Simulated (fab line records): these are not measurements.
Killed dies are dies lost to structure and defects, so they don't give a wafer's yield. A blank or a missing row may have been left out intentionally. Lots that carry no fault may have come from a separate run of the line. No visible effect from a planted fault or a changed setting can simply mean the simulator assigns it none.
fab line records ; flow sky130
record lots=6; wafers=18; last-day=50
route steps=708 shown POLY_GATE@236 LDD_N@237
lots that met no fault: from a run of the same line without faults
start-h: hours from the record's first day to the start of the lot's first wafer shown ; wait-h: time in hours since the lot's previous step ; " repeats the value in the row above ; L1.1+2: several wafers, shown together as one row ; - value missing, or start not given ; * or withheld: withheld ; < > ~ a bound
route shown NAME@n: a module of which the file shows steps, and the number in the route of the first ; usual: mean/standard deviation of fault-free wafers ; same: alike in all rows ; chamber/n: place in a boat ; sites: per-site readings ; _std_site: standard deviation across them ; _edge_site: the outer-site mean with the inner-site mean subtracted ; radius-mm: how far each site lies from the wafer's centre ; mask NAME#n: copy n ; behind: the most recent tool/chamber to have shaped the wafer ; hold: cause of the lot's hold/its duration in hours/its outcome ; device: the transistor (n, p or np) that didn't switch ; end of line: tests run on the same wafers once the route is complete ; step lacking rows: just its recipe ; killed: dies that structure and defects cost at the first sort, which is not the same as the wafer's yield ; map: shows each die of a wafer: x if killed, . if not, _ if none is there
set.NAME: the setting the step ran with; set.NAME@STEP: the setting that earlier step ran with ; model.NAME: the simulator's own value behind a step, which no gauge read
certain route steps with their lots: each step a table, each wafer a row
services: from which hour (start-h, from the record's first day; less than 0 if before it) a tool's chamber was out of use, for how many hours, and why
## steps
# step SKY_POLY_GATE_CD_MEAS_22
# usual cd-nm=149.7/1.8
lot.wafer;tool;chamber;start-h;wait-h;cd-nm
L338.1;cd-sem-01;-;380.81;0.1;148.8
L338.4;cd-sem-01;-;380.81;0.1;144.3
L338.5;cd-sem-01;-;380.81;0.1;149.4
L342.3;cd-sem-01;-;444.85;0.1;150.1
L342.4;cd-sem-01;-;444.85;0.1;150.9
L342.5;cd-sem-01;-;444.85;0.1;148.8
L355.1;cd-sem-01;-;535.54;0.1;153.7
L355.5;cd-sem-01;-;535.54;0.1;152.3
L355.6;cd-sem-01;-;535.54;0.1;153.2
L356.1;cd-sem-02;-;539.89;0.1;152.7
L356.2;cd-sem-02;-;539.89;0.1;152.9
L356.6;cd-sem-02;-;539.89;0.1;152.2
L357.4;cd-sem-01;-;547.28;0.1;149.5
L357.5;cd-sem-01;-;547.28;0.1;149.8
L357.6;cd-sem-01;-;547.28;0.1;151.4
L360.1;cd-sem-01;-;570.24;0.1;148.2
L360.2;cd-sem-01;-;570.24;0.1;149.8
L360.5;cd-sem-01;-;570.24;0.1;150.4
# step SKY_LDD_N_DEHYDRATE_00
# recipe temp-c=200; time-s=60
# step SKY_LDD_N_HMDS_01
# recipe prime-time-s=60; prime-temp-c=120
# step SKY_LDD_N_COAT_02
# recipe resist=NOVOLAK; spin-rpm=3000; resist-thk-nm=300
# step SKY_LDD_N_SOFTBAKE_03
# recipe temp-c=90; time-s=60; resist=NOVOLAK
# step SKY_LDD_N_EXPOSE_04
# recipe mask-id=NTM; target-cd-nm=840; na=0.6; source-shape=conventional; sigma-outer=0.6; dose-mj=110
# step SKY_LDD_N_PEB_05
# recipe temp-c=withheld; time-s=*; resist=NOVOLAK
# step SKY_LDD_N_DEVELOP_06
# recipe develop-time-s=60; dev-temp-c=23
# step SKY_LDD_N_OVL_MEAS_07
# usual LDD_N_OVL=-0.3/1.4
lot.wafer;tool;chamber;start-h;wait-h;LDD_N_OVL[nm]
L338.1;overlay-01;-;409.66;0.1;2.8
L338.4;overlay-01;-;409.66;0.1;0.8
L338.5;overlay-01;-;409.66;0.1;-0.2
L342.3;overlay-02;-;475.64;0.1;-0.4
L342.4;overlay-02;-;475.64;0.1;-0.4
L342.5;overlay-02;-;475.64;0.1;0.5
L355.1;overlay-01;-;565.26;0.1;1.6
L355.5;overlay-01;-;565.26;0.1;-1.0
L355.6;overlay-01;-;565.26;0.1;0.8
L356.1;overlay-01;-;570.52;0.1;-1.5
L356.2;overlay-01;-;570.52;0.1;0.0
L356.6;overlay-01;-;570.52;0.1;-2.8
L357.4;overlay-02;-;576.89;0.1;-0.3
L357.5;overlay-02;-;576.89;0.1;-0.9
L357.6;overlay-02;-;576.89;0.1;-0.8
L360.1;overlay-02;-;599.91;0.1;-1.5
L360.2;overlay-02;-;599.91;0.1;-0.4
L360.5;overlay-02;-;599.91;0.1;0.7
# step SKY_LDD_N_IMPLANT_08
# recipe species=As; energy-kev=20; dose-cm2=7.5e+13; tilt-deg=withheld; rotation-deg=23
# step SKY_LDD_N_IMPLANT_09
# recipe species=As; energy-kev=20; dose-cm2=7.5e+13; tilt-deg=withheld; rotation-deg=113
# step SKY_LDD_N_IMPLANT_10
# recipe species=As; energy-kev=20; dose-cm2=7.5e+13; tilt-deg=withheld; rotation-deg=203
# step SKY_LDD_N_IMPLANT_11
# recipe species=As; energy-kev=20; dose-cm2=7.5e+13; tilt-deg=withheld; rotation-deg=293
# usual beam-energy-keV=20.000/0.0067; beam-on-s=10.13/0.26
lot.wafer;tool;chamber;start-h;wait-h;beam-energy-keV;beam-on-s
L338.1;implanter-04;0;410.15;0.1;19.998;10.52
L338.4;implanter-04;0;410.15;0.1;19.989;10.76
L338.5;implanter-04;0;410.15;0.1;19.995;10.27
L342.3;implanter-03;0;476.16;0.1;20.010;10.04
L342.4;implanter-03;0;476.16;0.1;20.008;10.32
L342.5;implanter-03;0;476.16;0.1;20.009;10.11
L355.1;implanter-04;-;565.75;0.1;-;-
L355.5;implanter-04;-;565.75;0.1;-;-
L355.6;implanter-04;-;565.75;0.1;-;-
L356.1;implanter-01;-;571.31;0.1;-;-
L356.2;implanter-01;-;571.31;0.1;-;-
L356.6;implanter-01;-;571.31;0.1;-;-
L357.4;implanter-03;0;577.44;0.1;19.999;10.00
L357.5;implanter-03;0;577.44;0.1;19.990;10.13
L357.6;implanter-03;0;577.44;0.1;19.994;10.04
L360.1;implanter-04;0;600.40;0.1;19.998;10.27
L360.2;implanter-04;0;600.40;0.1;19.996;10.23
L360.5;implanter-04;0;600.40;0.1;19.991;10.33
# step SKY_LDD_N_IMPLANT_12
# recipe species=BF2; energy-kev=50; dose-cm2=5e+12; tilt-deg=30; rotation-deg=0
# step SKY_LDD_N_IMPLANT_13
# recipe species=BF2; energy-kev=50; dose-cm2=5e+12; tilt-deg=30; rotation-deg=90
# step SKY_LDD_N_IMPLANT_14
# recipe species=BF2; energy-kev=50; dose-cm2=5e+12; tilt-deg=30; rotation-deg=180
# step SKY_LDD_N_IMPLANT_15
# recipe species=BF2; energy-kev=50; dose-cm2=5e+12; tilt-deg=30; rotation-deg=270
# step SKY_LDD_N_STRIP_16
# recipe chemistry=O2/N2; power-w=1400; pressure-mtorr=1500; platen-temp-c=withheld; o2-flow-sccm=3000; n2-flow-sccm=300; overash-fraction=0.5
# usual drypump-motor-current-A=5.6/0.52; o2-flow-sccm=2999/9; oes-product-au=0.407/0.0049; strip-time-to-endpoint-s=4.317/0.013
lot.wafer;tool;chamber;start-h;wait-h;drypump-motor-current-A;o2-flow-sccm;oes-product-au;rf-hours-counter-h;strip-time-to-endpoint-s
L338.1;plasma-asher-04;1;410.90;0.1;5.0;2993;0.411;29;4.317
L338.4;plasma-asher-04;0;410.90;0.1;6.2;3018;0.407;-;4.316
L338.5;plasma-asher-04;1;410.90;0.1;5.0;3007;0.408;-;4.313
L342.3;plasma-asher-01;0;476.89;0.1;5.3;3004;0.414;-;4.337
L342.4;plasma-asher-01;1;476.89;0.1;5.9;2995;0.404;-;4.329
L342.5;plasma-asher-01;0;476.89;0.1;5.3;3007;0.409;-;4.332
L355.1;plasma-asher-01;1;566.50;0.1;6.0;2999;0.403;88;4.156
L355.5;plasma-asher-01;1;566.50;0.1;5.9;2992;0.404;-;4.179
L355.6;plasma-asher-01;0;566.50;0.1;5.3;2987;0.399;-;4.153
L356.1;plasma-asher-04;0;572.06;0.1;6.2;3010;0.414;43;4.171
L356.2;plasma-asher-04;1;572.06;0.1;5.0;2988;0.411;43;4.114
L356.6;plasma-asher-04;1;572.06;0.1;5.0;2978;0.412;-;4.130
L357.4;plasma-asher-03;1;578.14;0.1;6.1;3009;0.412;-;4.322
L357.5;plasma-asher-03;1;578.14;0.1;6.1;2988;0.403;-;4.290
L357.6;plasma-asher-03;0;578.14;0.1;4.8;3003;0.399;-;4.322
L360.1;plasma-asher-04;0;601.15;0.1;6.2;3014;0.408;46;4.316
L360.2;plasma-asher-04;1;601.15;0.1;5.0;2988;0.409;46;4.315
L360.5;plasma-asher-04;1;601.15;0.1;5.0;2984;0.412;-;4.316
# step SKY_LDD_N_TW_MEAS_17
# usual LDD_N_TW=2574/17
lot.wafer;tool;chamber;start-h;wait-h;LDD_N_TW
L338.1;film-metro-01;-;411.00;0.1;2568
L338.4;film-metro-01;-;411.00;0.1;2583
L338.5;film-metro-01;-;411.00;0.1;2588
L342.3;film-metro-01;-;476.98;0.1;2570
L342.4;film-metro-01;-;476.98;0.1;2580
L342.5;film-metro-01;-;476.98;0.1;2566
L355.1;film-metro-04;-;566.60;0.1;2445
L355.5;film-metro-04;-;566.60;0.1;2448
L355.6;film-metro-04;-;566.60;0.1;2443
L356.1;film-metro-04;-;572.16;0.1;2457
L356.2;film-metro-04;-;572.16;0.1;2447
L356.6;film-metro-04;-;572.16;0.1;2452
L357.4;film-metro-01;-;578.24;0.1;2569
L357.5;film-metro-01;-;578.24;0.1;2568
L357.6;film-metro-01;-;578.24;0.1;2560
L360.1;film-metro-03;-;601.25;0.1;2566
L360.2;film-metro-03;-;601.25;0.1;2584
L360.5;film-metro-03;-;601.25;0.1;2570
## services
tool;chamber;start-h;hours;kind
implanter-01;-;408.94;1.4;repair
plasma-asher-04;-;505.68;3.7;repair
plasma-asher-04;-;535.30;12.7;repair
implanter-03;-;550.34;4.4;pm
implanter-04;-;592.75;2.4;repair
## key
first-sign step=SKY_LDD_N_IMPLANT_11; reading=tool-record; direction=missing
effect step=SKY_LDD_N_STRIP_16; reading=strip-time-to-endpoint-s; direction=down; sigmas=13; usual=*; struck=*
effect step=SKY_LDD_N_TW_MEAS_17; reading=LDD_N_TW; direction=down; sigmas=7.5; usual=2574; struck=2449
met-at SKY_LDD_N_IMPLANT_11
struck-wafers L355.1,L355.5,L355.6,L356.1,L356.2,L356.6
later-rows-left-out L355.1,L355.5,L355.6,L356.1,L356.2,L356.6
sort-left-out L355.1,L355.5,L355.6,L356.1,L356.2,L356.6
tester-left-out L355,L356
onset-between 410.15 565.75
fault kind=skipped-step-whole; tool=implanter-01,implanter-04; chamber=-; onset-h=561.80; steps=SKY_LDD_N_IMPLANT_11; scope=struck-lots-only
# tester-left-out: of these lots the tester's yield and bins aren't shown, on N5 and GAA mostly nor the transistor test; their killed dies are dies lost to structure and defects alone, not to doping, threshold or leakage, so they don't give the yield
# sort-left-out: the simulated sort isn't trusted on such a fault, so these wafers' sort isn't shown, and their yield isn't known
# later-rows-left-out: the simulator's readings of these wafers behind a module that went badly wrong aren't trusted and aren't shown, but for the sort
